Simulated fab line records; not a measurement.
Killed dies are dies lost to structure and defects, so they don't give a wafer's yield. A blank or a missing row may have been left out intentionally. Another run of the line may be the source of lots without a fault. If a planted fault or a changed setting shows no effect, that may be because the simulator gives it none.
Problem report, 8D (eight disciplines) form, completed by code ; flow sfq_line ; the parts of the form that need people (team, actions taken, sign-off) are left out

## 1. THE ISSUE
Mean M7_NB_RS at SFQ_M7_RS_MEAS_943: 0.816 ohm/sq over 2 wafers in 2 lots; fault-free wafers: 0.887 ohm/sq, standard deviation 0.0083. That is -8.6 standard deviations from the usual mean.
The step: measures by four-point-probe.
Seen first at day 74 05:14 on film_metro-04, wafer L643.1. At this step, 42 wafers from 14 lots have a number in the record. Rule for "out", or "out of limits": more than 4 standard deviations from the usual mean. All remaining wafers that have a number are taken as sound.

## 2. WHAT IT IS AND WHAT IT IS NOT
question;is;is not
which readings at this step;M7_NB_RS;-
which lots;L643, L645;L628, L629, L630, L631, L634, L635, L636, L637, L641, L646, L649, L650
which wafers of those lots;L643.1, L645.6;L643.4, L643.6, L645.2, L645.4
read on which gauges;film_metro-03, film_metro-04;film_metro-01
when;from day 74 05:14;"up to then (29 sound wafers); but 11 sound wafers of L645, L646, L649, L650 came after"

## 3. THE SUSPECTS, EACH WITH WHAT RULES IT OUT
Counting: any tool at a process step up to the reading remains a suspect provided it ran every lot that is out. Sound lots after the first of them don't rule it out here, since some wafers of a struck lot are sound.
- ruled out: the gauge at SFQ_M7_RS_MEAS_943. The wafers that are out were read on 2 gauges (film_metro-03, film_metro-04).
- rie_diel-04 at SFQ_TRILAYER_I6_VIA_ETCH_VIA_ETCH_172 (etches SiO2 in CHF3, stops on Nb, target depth 260 nm): kept. Every lot that is out went through it, the first being L643 (day 74 04:14); the last sound lot it ran before that was L637 (day 70 03:23).
- pvd_sputter-05 at SFQ_TRILAYER_M7_DEP_SPUTTER_175 (material Nb, target thk 200 nm, time 133.3 s): kept. Every lot that is out went through it, the first being L643 (day 74 05:09); the last sound lot it ran before that was L641 (day 72 03:13). Its own cathode_dc_power_W readings are out on those wafers.
Left after counting: rie_diel-04 at SFQ_TRILAYER_I6_VIA_ETCH_VIA_ETCH_172, pvd_sputter-05 at SFQ_TRILAYER_M7_DEP_SPUTTER_175.

## 4. THE CAUSE (what the simulator had put in)
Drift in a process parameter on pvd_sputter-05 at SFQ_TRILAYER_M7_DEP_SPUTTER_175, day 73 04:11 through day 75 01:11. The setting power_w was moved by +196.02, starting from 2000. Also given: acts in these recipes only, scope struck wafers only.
Of the 2 suspects that counting leaves, this tool is one.

## 5. SEQUENCE OF EFFECTS, ordered by route
One row per reading whose mean, taken over the struck wafers that have a number, lies over 3 standard deviations from the usual. Readings are gone through only where the record gives a usual standard deviation; hours: the median, over the lots, of the time from a lot's start at the first step in this table giving one to that lot's start at this step; sigmas: the change measured in usual standard deviations.
hours;step;reading;usual;on struck wafers;change;sigmas
0;SFQ_TRILAYER_M7_DEP_SPUTTER_175;cathode_dc_power_W;2000.0 W;2196.1;+196.1;+99 or more
0;SFQ_M7_RS_MEAS_943;M7_NB_RS;0.887 ohm/sq;0.816;-0.071;-8.6
10;SFQ_TRILAYER_M7_ETCH_METAL_ETCH_180;oes_product_au;0.896 a.u.;0.942;+0.045;+6.8
The process steps in it:
- SFQ_TRILAYER_M7_DEP_SPUTTER_175: material Nb, target thk 200 nm, time 133.3 s.
- SFQ_TRILAYER_M7_ETCH_METAL_ETCH_180: etches Nb in Cl2/Ar, stops on SiO2, target depth 240 nm, time 120 s.
Later steps that measure or inspect, where all struck wafers having a row at the step show a number for every such reading and not one has moved that far: SFQ_I7_OVL_MEAS_947.

## 6. WHAT WOULD HAVE CAUGHT IT SOONER
25 hours passed between the start of the fault at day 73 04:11 and the first reading out of limits at a measuring or inspecting step in this record, taken at day 74 05:14.
The tool's own readings at SFQ_TRILAYER_M7_DEP_SPUTTER_175 were out on every struck wafer that the step has a row for (cathode_dc_power_W): an alarm limit on them would have fired on the first of those.
Among the 2 lots that are out, L645 began SFQ_TRILAYER_M7_DEP_SPUTTER_175 on pvd_sputter-05 after day 74 05:14. Holding the tool at that time would have saved it.
